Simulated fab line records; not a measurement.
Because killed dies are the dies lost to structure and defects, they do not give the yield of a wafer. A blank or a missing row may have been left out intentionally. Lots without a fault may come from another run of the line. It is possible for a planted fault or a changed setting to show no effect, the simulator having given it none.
A single fault, viewed from 2 desks || flow gf180mcu || each desk has only its own numbers; what lay behind them comes last

THE METROLOGY DESK
What the gauges read for every lot (on any tool): the sampled wafers with a number, averaged. Any lot whose mean is over 4 standard deviations away from the usual mean is out of limits and marked OUT; that distance is given in the brackets.
Columns: A = V3_W_RS at GF_V3_RS_MEAS_24, usual 0.327 ohm/sq; B = cd nm at GF_M4_CD_MEAS_14, usual 279.2 nm
{"lot": "L240", "first seen here": "day 22 06:29", "A": 0.329, "B": 281.2}
{"lot": "L242", "first seen here": "day 23 05:48", "A": 0.334, "B": 278.6}
{"lot": "L244", "first seen here": "day 24 00:59", "A": 0.328, "B": 277.1}
{"lot": "L245", "first seen here": "day 24 10:25", "A": 0.327, "B": 281.0}
{"lot": "L247", "first seen here": "day 25 02:55", "A": 0.322, "B": 279.3}
{"lot": "L248", "first seen here": "day 25 07:35", "A": 0.329, "B": 279.5}
{"lot": "L253", "first seen here": "day 27 00:35", "A": 0.324, "B": 282.7}
{"lot": "L254", "first seen here": "day 27 16:53", "A": 0.330, "B": 282.5}
{"lot": "L261", "first seen here": "day 29 11:28", "A": 0.335, "B": 278.9}
{"lot": "L262", "first seen here": "day 29 12:40", "A": 0.326, "B": 278.1}
{"lot": "L263", "first seen here": "day 29 15:22", "A": 0.328, "B": 278.9}
This desk's verdict: no lot among the 11 shows anything out of limits.

THE TOOL OWNER'S DESK: litho track-02
The tool's own readings at GF_M4_COAT_09 (resist thk 1000 nm): means of the sampled wafers that have a number, for each lot that ran on this tool. Any lot whose mean is over 4 standard deviations away from the usual mean is out of limits and marked OUT; that distance is given in the brackets.
Columns: A = resist line temp C at GF_M4_COAT_09, usual 23.01 C
{"lot": "L240", "first seen here": "day 22 18:28", "A": 23.02}
{"lot": "L242", "first seen here": "day 23 17:04", "A": 23.00}
{"lot": "L247", "first seen here": "day 25 13:42", "A": 23.15}
{"lot": "L248", "first seen here": "day 25 18:52", "A": 23.13}
{"lot": "L253", "first seen here": "day 27 10:43", "A": 22.91}
{"lot": "L254", "first seen here": "day 28 03:01", "A": 22.96}
This desk's verdict: no lot among the 6 shows anything out of limits.

PUT TOGETHER
Nothing out of limits was seen by the metrology desk.
The desk of the tool owner found nothing out of limits.

WHAT WAS PUT IN BY THE SIMULATOR
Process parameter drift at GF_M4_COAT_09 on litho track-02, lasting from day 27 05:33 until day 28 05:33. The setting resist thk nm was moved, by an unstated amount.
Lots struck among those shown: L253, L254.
